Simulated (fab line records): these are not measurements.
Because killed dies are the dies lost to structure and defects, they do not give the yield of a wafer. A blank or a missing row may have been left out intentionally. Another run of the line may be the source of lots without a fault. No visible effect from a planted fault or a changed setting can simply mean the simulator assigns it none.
A struck lot beside a sound one / flow sky130 / 15 steps out of a route of 708
Sound: wafers L481.2, L481.3, L481.6. The struck wafers were L473.1, L473.3, L473.5. Last of all comes the cause.
Order at every step that has rows: each side's tool, ch and its chambers, its first start. Under that, the readings that differ: sound wafers / struck wafers / difference of the means / sigmas: that difference in standard deviations of wafers without a fault.
alike: words and numbers the same on both sides, and readings whose means are apart by under 2 such deviations; not compared: readings that were withheld, readings missing a value for some wafer, numbers with overlapping values and no deviation given by the record, and bounds like >300 which may hide the same value.
A row with sigmas, a row that says differs or no value, or rows on one side alone: a step with any of these is where the two part. When numbers do not overlap yet have no deviation, they are printed without sigmas and do not part them. A reading missing from all wafers of one side parts the sides only when that side holds two or more wafers.

SKY_LDD_HVP_OVL_MEAS_07:
  sound on overlay-02, day 27 18:56; struck on overlay-01, day 25 13:43
  alike: LDD_HVP_OVL
then, 1 step without rows for these wafers: SKY_LDD_HVP_IMPLANT_08.
SKY_LDD_HVP_STRIP_09: strips in O2/N2.
  sound on plasmaAsher-04 ch 0,1, day 27 19:07; struck on plasmaAsher-03 ch 0, day 25 13:54
reading=stripTimeToEndpointS (s); sound=4.176 4.179 4.155; struck=4.140 4.131 4.120; difference=-0.040; sigmas=-2
  alike: drypumpMotorCurrentA, oesProductAu
  not compared: rfHoursCounterH
SKY_LDD_HVP_TW_MEAS_10:
  sound on filmMetro-01, day 27 19:13; struck on filmMetro-03, day 25 14:00
  alike: LDD_HVP_TW
then, 7 steps without rows for these wafers: SKY_LDD_LDN_DEHYDRATE_00 (time 60 s); SKY_LDD_LDN_HMDS_01 (prime time 60 s); SKY_LDD_LDN_COAT_02 (resist thk 1140 nm); SKY_LDD_LDN_SOFTBAKE_03 (time 60 s); SKY_LDD_LDN_EXPOSE_04 (exposes mask LDNTM, target cd 700 nm); SKY_LDD_LDN_PEB_05; SKY_LDD_LDN_DEVELOP_06 (develop time 60 s).
SKY_LDD_LDN_OVL_MEAS_07:
  sound on overlay-02, day 28 23:19; struck on overlay-01, day 26 19:21
  alike: LDD_LDN_OVL
SKY_LDD_LDN_IMPLANT_08:
  sound on implanter-01 ch 0, day 28 23:22; struck on implanter-02 ch 0, day 26 19:23
reading=rotationDeg (degrees); sound=22.979 22.992 23.013; struck=128.51 128.51 128.56; difference=+105.53; sigmas=+99 or more
  alike: beamEnergyKeV
then, 1 step without rows for these wafers: SKY_LDD_LDN_IMPLANT_09.
-- record jumps: 22 days separate the struck wafers' starts on either side; left off in module LDD_LDN, taken up again in module PAD_OPEN, whose first shown step is the route's number 708 --
SKY_PAD_OPEN_PROBE_99:
  sound on prober-01, day 49 22:38; struck on prober-02, day 48 15:38
reading=killedAtFrontEnd; sound=7 7 4; struck=17 15 16; difference=+10; sigmas=+2
  alike: killed_at_M0_to_M3, killed_at_M4_up, killedAtContacts, killedAtOther, killedDies, killedOpen, killedShort

## WHERE THEY PART
At SKY_LDD_HVP_STRIP_09 first; at SKY_PAD_OPEN_PROBE_99 last (within this record only).

WHY: whatever the simulator had introduced
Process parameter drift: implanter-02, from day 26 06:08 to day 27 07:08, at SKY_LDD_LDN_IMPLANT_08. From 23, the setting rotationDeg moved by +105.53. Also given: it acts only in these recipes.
